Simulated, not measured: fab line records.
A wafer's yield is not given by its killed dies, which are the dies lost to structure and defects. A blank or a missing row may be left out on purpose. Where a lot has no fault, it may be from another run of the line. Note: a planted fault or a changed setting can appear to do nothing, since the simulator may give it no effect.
The tool behind it: which one?    flow sky130    10 lots, 30 wafers sampled, at 3 steps of a route of 708

## WHAT THE GAUGES SHOWED, per wafer
SKY_VIA3_RS_MEAS_22: measurement is done with a four-point probe. Usual: VIA3_W_RS 0.2931 ohm/sq, standard deviation 0.0028.
lot   measured      on             VIA3_W_RS (ohm/sq)    flag
L849  day 40 04:46  film metro-04  0.2927 0.2932 0.2930  
L850  day 40 14:05  film metro-01  0.2940 0.2897 0.2909  
L852  day 41 04:58  film metro-01  0.2901 0.2930 0.2915  
L858  day 43 01:19  film metro-04  0.2927 0.2938 0.2925  
L861  day 44 11:56  film metro-04  0.2922 0.2944 0.2967  
L863  day 44 13:01  film metro-03  0.2865 0.2927 0.2886  
L865  day 44 14:47  film metro-04  0.2981 0.2994 0.2946  
L866  day 44 18:01  film metro-01  0.2900 0.2891 0.2881  
L868  day 45 13:35  film metro-04  0.2930 0.2892 0.2924  
L870  day 45 21:59  film metro-01  0.2908 0.2941 0.2955  

SKY_CAP2M_RS_MEAS_03: measurement is done with a four-point probe. Usual: CAP2M_TIN_RS 6.90 ohm/sq, standard deviation 0.069.
lot   measured      on             CAP2M_TIN_RS (ohm/sq)  flag
L849  day 40 05:38  film metro-02  6.87 6.76 6.81         
L850  day 40 15:13  film metro-03  6.97 6.92 6.90         
L852  day 41 05:47  film metro-01  6.88 6.78 6.84         
L858  day 43 02:08  film metro-02  6.98 6.92 7.05         
L861  day 44 12:45  film metro-02  6.93 6.98 6.97         
L863  day 44 13:50  film metro-03  6.79 6.80 6.85         
L865  day 44 15:40  film metro-01  6.88 6.91 6.92         
L866  day 44 18:50  film metro-02  6.90 6.89 6.93         
L868  day 45 14:25  film metro-03  6.93 6.94 6.89         
L870  day 45 23:30  film metro-01  6.71 6.78 6.72         

## WHAT TOOL EACH LOT RAN ON (gives the tool, then ch and the chambers of the sampled wafers, and finally the start)
lot   SKY_METAL4_SPUTTER_04
L849  pvd sputter-03, day 40 05:23
L850  pvd sputter-03, day 40 14:58
L852  pvd sputter-01, day 41 05:29
L858  pvd sputter-03, day 43 01:52
L861  pvd sputter-03, day 44 12:31
L863  pvd sputter-04, day 44 13:36
L865  pvd sputter-03, day 44 15:26
L866  pvd sputter-04, day 44 18:35
L868  pvd sputter-04, day 45 14:11
L870  pvd sputter-04, day 45 23:14
- SKY_METAL4_SPUTTER_04: material TiN, target thk 70 nm, time 58.3 s.

## WHAT THE TOOLS THEMSELVES READ (means of the sampled wafers that have a number; where no wafer has one, the mark that the record gives instead)
SKY_METAL4_SPUTTER_04. Usual: 30.1 % for throttle valve pct, sd 0.8.
lot   tool            throttle valve pct (%)  flag
L849  pvd sputter-03  30.5                    
L850  pvd sputter-03  30.4                    
L852  pvd sputter-01  29.9                    
L858  pvd sputter-03  30.3                    
L861  pvd sputter-03  30.5                    
L863  pvd sputter-04  30.8                    
L865  pvd sputter-03  30.2                    
L866  pvd sputter-04  29.1                    
L868  pvd sputter-04  30.0                    
L870  pvd sputter-04  29.2                    

## THE ANSWER, worked out from the rows above alone
Rule: a lot counts as off when the mean over its wafers that have a number is more than 3 standard deviations away from the usual mean. A lot without any number at a reading at which 4 lots or more have one is off too. The other lots that the step has rows for count as sound. Order of review: gauges by route order, followed by the tools' own readings, for which a lot's mean as printed above is used. The first step at which some lot is off is used, and at that step the reading that is off furthest; a lot without a number counts as furthest.
Nothing can be told from this: no lot is off at any reading shown.

## WHAT THE SIMULATOR HAD PUT IN
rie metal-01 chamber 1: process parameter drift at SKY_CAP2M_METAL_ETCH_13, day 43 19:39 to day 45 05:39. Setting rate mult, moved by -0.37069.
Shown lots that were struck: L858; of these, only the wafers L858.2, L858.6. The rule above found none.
